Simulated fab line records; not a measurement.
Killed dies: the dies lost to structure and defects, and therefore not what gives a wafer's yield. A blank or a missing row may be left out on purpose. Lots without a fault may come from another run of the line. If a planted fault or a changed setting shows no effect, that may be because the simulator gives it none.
Problem report in the 8D (eight disciplines) form, filled by code | flow gf180mcu | the parts of the form that need people (team, actions taken, sign-off) are left out

1. WHAT IS WRONG
Mean STI_CVD_03_THK at GF_STI_THK_MEAS_04: 235.3 nm over 9 wafers in 3 lots; fault-free wafers: 207.2 nm, standard deviation 1.6. Relative to the usual mean, that is a shift of +18 standard deviations.
Earliest sighting: wafer L743.4 on film metro-03 at day 3 00:44. Wafers with a number at this step in the record: 39, from 13 lots. Rule for "out", or "out of limits": more than 4 standard deviations from the usual mean. All remaining wafers that have a number are taken as sound.

2. WHAT IT IS AND WHAT IT IS NOT
question                    | is                           | is not
which readings at this step | STI_CVD_03_THK               | -
which lots                  | L743, L745, L746             | L736, L738, L739, L740, L741, L744, L756, L757, L758, L759
which wafers of those lots  | all that have a number       | -
read on which gauges        | film metro-02, film metro-03 | film metro-04
when                        | from day 3 00:44             | up to then (15 sound wafers); but 15 sound wafers of L744, L756, L757, L758, L759 came after

3. WHAT RULES OUT EACH SUSPECT
Counting: a tool at a process step up to the reading stays a suspect if it ran every lot that is out and no sound lot after the first of them.
- the gauge at GF_STI_THK_MEAS_04 is ruled out. Those wafers that are out were read across 2 gauges (film metro-02, film metro-03).
- lpcvd-02 at GF_STI_CVD_03 (deposits Si3N4 from DCS/NH3, target thk 207.16 nm, time 3551 s): ruled out as a lasting fault. Sound lots L759 ran on it after its first lot that is out, L743 (day 2 22:44).
Left after counting: nothing in the record.

4. THE CAUSE (what the simulator had put in)
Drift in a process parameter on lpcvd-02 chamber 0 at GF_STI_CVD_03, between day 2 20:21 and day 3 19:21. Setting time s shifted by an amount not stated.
The count ruled it out by mistake, since the rule takes a fault to strike every lot its tool runs from the start of the fault on, and this one did not do so.

5. SEQUENCE OF EFFECTS, ordered by route
Each row: a reading whose mean over the struck wafers that have a number lies more than 3 standard deviations from the usual. Readings are gone through only where the record gives a usual standard deviation; hours: the median, over the lots, of the time from a lot's start at the first step in this table giving one to that lot's start at this step; sigmas: the change measured in usual standard deviations.
hours | step               | reading        | usual      | on struck wafers | change | sigmas
0     | GF_STI_THK_MEAS_04 | STI_CVD_03_THK | 207.2 nm   | 235.3            | +28.1  | +18
13    | GF_STI_ETCH_13     | oes product au | 0.832 a.u. | 0.894            | +0.062 | +10
It contains these process steps:
- GF_STI_ETCH_13: etches the open film in CHF3/O2, stops on Si, target depth 282.31 nm, time 112.9 s.
Later measuring or inspecting steps at which every struck wafer that the step has a row for has a number for every such reading, and none has moved that far: GF_M2_OVL_MEAS_15, GF_V3_OVL_MEAS_15.

6. HOW IT WOULD HAVE BEEN CAUGHT EARLIER
The first out-of-limits reading at a measuring or inspecting step in this record came at day 3 00:44, 4 hours after the fault's start at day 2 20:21.
